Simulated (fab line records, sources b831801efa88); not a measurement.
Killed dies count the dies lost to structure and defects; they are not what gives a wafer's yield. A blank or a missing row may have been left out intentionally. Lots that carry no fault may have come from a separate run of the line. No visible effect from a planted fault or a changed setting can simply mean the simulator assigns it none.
Code-filled problem report in 8D (eight disciplines) form | flow gf180mcu | the parts of the form that need people (team, actions taken, sign-off) are left out

== 1. WHAT WENT WRONG ==
At GF_V2_CMP_26, overpolish-run-s averages 0.038 s over 3 wafers from 2 lots, while fault-free wafers read 14.999 s, standard deviation 0.0093. That is -99 or more standard deviations from the usual mean.
The step: polishes, stops on SiO2, t overpolish 15 s, target thk 0 nm.
First seen on wafer L551.2, day 26 09:20, on cmp-02. The record holds 39 wafers of 13 lots with a number at this step. Rule for "out" (also "out of limits"): further than 4 standard deviations from the usual mean. The other wafers with a number count as sound.

== 2. WHAT IT IS, WHAT IT ISN'T ==
question                    | is                                   | is not
which readings at this step | overpolish-run-s, time-to-endpoint-s | motor-current-A
which lots                  | L551, L554                           | L535, L536, L537, L538, L539, L540, L542, L544, L545, L547, L553
which wafers of those lots  | L551.2, L554.4, L554.6               | L551.1, L551.3, L554.1
read on which tools         | cmp-02                               | cmp-01
when                        | from day 26 09:20                    | up to then (32 sound wafers); but 4 sound wafers of L553, L554 came after

== 3. THE SUSPECTS, EACH WITH WHAT RULES IT OUT ==
Counting: a tool at a process step up to the reading stays a suspect if it ran every lot that is out. Sound lots after the first of them don't rule it out here, since some wafers of a struck lot are sound.
- cmp-02 at GF_V2_CMP_26 (polishes, stops on SiO2, t overpolish 15 s, target thk 0 nm): kept. Ran every lot that is out, first one L551 (day 26 09:20); last sound lot up to then L547 (day 24 23:33). Out on those wafers are its own readings of overpolish-run-s, time-to-endpoint-s.
- cmp-02, GF_V2_CMP_26: wafers that are out in chamber 1, sound lot-mates in chambers 0, 3.
Remaining after the count: cmp-02 at GF_V2_CMP_26.

== 4. THE CAUSE (what the simulator had put in) ==
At GF_V2_CMP_26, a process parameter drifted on cmp-02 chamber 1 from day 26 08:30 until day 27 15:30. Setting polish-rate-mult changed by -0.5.
This tool alone remained once counting was done.

== 5. THE EFFECT CHAIN, in route order ==
Each row: a reading where the mean over the struck wafers with a number is more than 3 standard deviations away from the usual. Scope: only readings with a usual standard deviation given in the record; hours: median across lots of the time from each lot's start at the first step in this table that gives one to its start at this step; sigmas: change in usual standard deviations.
hours | step                    | reading              | usual    | on struck wafers | change  | sigmas
0     | GF_V2_CMP_26            | overpolish-run-s     | 14.999 s | 0.038            | -14.961 | -99 or more
0     | GF_V2_CMP_26            | time-to-endpoint-s   | 85 s     | 129              | +44     | +8.6
179   | GF_PASSIVATION_PROBE_99 | defect-limited-yield | 90.1 %   | 0.0              | -90.1   | -56
179   | GF_PASSIVATION_PROBE_99 | killed_at_M0_to_M3   | 21       | 465              | +444    | +99
179   | GF_PASSIVATION_PROBE_99 | killed-dies          | 49       | 492              | +443    | +58
179   | GF_PASSIVATION_PROBE_99 | killed-on-rim        | 9        | 96               | +87     | +26
179   | GF_PASSIVATION_PROBE_99 | sort_bin_3_pad_short | 0.43 %   | 90.99            | +90.56  | +99 or more
179   | GF_PASSIVATION_PROBE_99 | sort-n-pass          | 443      | 0                | -443    | -58
179   | GF_PASSIVATION_PROBE_99 | sort-yield-pct       | 90.1 %   | 0.0              | -90.1   | -56
The process steps in it:
- GF_V2_CMP_26: polishes, stops on SiO2, t overpolish 15 s, target thk 0 nm.
- GF_PASSIVATION_PROBE_99

== 6. HOW IT WOULD HAVE BEEN CAUGHT EARLIER ==
In this record the first reading out of limits was taken at day 26 09:20, 1 hour after the fault began at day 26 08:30.
